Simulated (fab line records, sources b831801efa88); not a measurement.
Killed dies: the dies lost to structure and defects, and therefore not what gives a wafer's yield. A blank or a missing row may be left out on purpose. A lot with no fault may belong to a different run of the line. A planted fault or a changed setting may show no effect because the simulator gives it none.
Which of the tools did it?	flow sky130	Sampling: 11 lots, 33 wafers, 3 of 708 route steps

WHAT EACH GAUGE READ, for each wafer
SKY_VIA4_OVL_MEAS_11.
lot	measured	on	VIA4_OVL (nm)
L838	day 43 01:58	overlay-02	-2.0 0.0 -1.3
L840	day 44 00:47	overlay-02	0.4 -0.1 0.5
L844	day 44 21:52	overlay-01	-1.3 -1.3 -1.8
L845	day 45 00:26	overlay-02	3.2 3.0 0.7
L847	day 45 14:53	overlay-02	2.5 2.2 4.6
L851	day 46 22:52	overlay-01	-0.5 -0.7 -1.4
L852	day 46 23:50	overlay-01	2.1 2.2 3.3
L857	day 48 03:03	overlay-02	3.1 3.4 2.8
L858	day 48 06:56	overlay-01	-1.2 -0.7 -1.5
L859	day 48 16:37	overlay-02	1.3 0.9 0.9
L861	day 48 23:34	overlay-01	0.9 -0.9 0.4

EACH LOT AND THE TOOL THAT RAN IT (in order: tool; ch and the chambers of the sampled wafers; start)
lot	SKY_METAL2_DESCUM_17	SKY_VIA2_STRIP_16
L838	rieMetal-04 ch 0,1, day 35 08:35	plasmaAsher-02 ch 0,1, day 36 13:20
L840	rieMetal-04 ch 0,1, day 36 11:58	plasmaAsher-02 ch 0,1, day 37 15:32
L844	rieMetal-02 ch 0,1, day 37 12:37	plasmaAsher-02 ch 0,1, day 38 15:23
L845	rieMetal-01 ch 0,1, day 37 15:25	plasmaAsher-04 ch 0,1, day 38 17:57
L847	rieMetal-01 ch 0,1, day 38 12:28	plasmaAsher-02 ch 0,1, day 39 14:45
L851	rieMetal-01 ch 0, day 39 22:18	plasmaAsher-01 ch 0,1, day 41 00:23
L852	rieMetal-04 ch 0,1, day 39 23:45	plasmaAsher-01 ch 0,1, day 41 01:53
L857	rieMetal-02 ch 0, day 41 08:56	plasmaAsher-02 ch 0,1, day 42 09:14
L858	rieMetal-01 ch 0,1, day 41 13:15	plasmaAsher-02 ch 0,1, day 42 14:32
L859	rieMetal-02 ch 0,1, day 42 01:37	plasmaAsher-02 ch 0,1, day 43 02:44
L861	rieMetal-02 ch 0,1, day 42 09:26	plasmaAsher-02 ch 1, day 43 10:38
- SKY_METAL2_DESCUM_17: chemistry O2, time 8 s.
- SKY_VIA2_STRIP_16: strips in O2/N2.

WHAT THE TOOLS THEMSELVES READ (means of the sampled wafers that have a number; where no wafer has one, the mark that the record gives instead)
SKY_METAL2_DESCUM_17.
lot	tool	drypumpMotorCurrentA (A)	oesProductAu (a.u.)	tempC (C)
L838	rieMetal-04	6.0	1.008	40.00
L840	rieMetal-04	6.0	1.004	39.94
L844	rieMetal-02	6.0	0.995	40.14
L845	rieMetal-01	5.7	0.990	40.04
L847	rieMetal-01	5.7	0.991	40.12
L851	rieMetal-01	6.4	0.990	39.97
L852	rieMetal-04	6.0	1.010	40.00
L857	rieMetal-02	6.3	0.996	40.07
L858	rieMetal-01	5.7	0.991	39.99
L859	rieMetal-02	5.8	0.997	39.91
L861	rieMetal-02	6.0	0.994	40.01

SKY_VIA2_STRIP_16.
lot	tool	chamberPressureMTorr (mTorr)	drypumpMotorCurrentA (A)	oesProductAu (a.u.)	stripTimeToEndpointS (s)
L838	plasmaAsher-02	1499.8	5.42	0.401	4.072
L840	plasmaAsher-02	1500.3	5.68	0.403	4.014
L844	plasmaAsher-02	1500.0	5.43	0.401	4.037
L845	plasmaAsher-04	1500.4	5.52	0.393	4.041
L847	plasmaAsher-02	1499.2	5.69	0.407	4.067
L851	plasmaAsher-01	1500.8	5.57	0.399	4.068
L852	plasmaAsher-01	1500.8	5.67	0.394	4.042
L857	plasmaAsher-02	1498.5	5.45	0.399	4.059
L858	plasmaAsher-02	1502.2	5.69	0.404	4.036
L859	plasmaAsher-02	1498.1	5.67	0.400	4.026
L861	plasmaAsher-02	1501.8	5.93	0.396	4.046

THE ANSWER, worked out from the rows above alone
Rule: the usual values come from the lots themselves. Put in order of their means at a reading, lots are off if they are a third of the lots or fewer, leave a main group of 4 or more, and stand apart from it by a gap of 3 or more times the standard deviation of the main group's means; of several such gaps the widest counts. The tables above print the reading to a certain number of digits; a main group whose means all agree to those digits is not used. Also off: a lot with no number at a reading for which 4 or more lots have one. All remaining lots with rows at the step are treated as sound. First the gauges in route order, then the tools' own readings, where a lot's mean is used as printed above. The first step at which some lot is off is used, and at that step the reading that is off furthest; a lot without a number counts as furthest.
Nothing can be told from this: no lot is off at any reading shown.

WHAT THE SIMULATOR HAD INSERTED
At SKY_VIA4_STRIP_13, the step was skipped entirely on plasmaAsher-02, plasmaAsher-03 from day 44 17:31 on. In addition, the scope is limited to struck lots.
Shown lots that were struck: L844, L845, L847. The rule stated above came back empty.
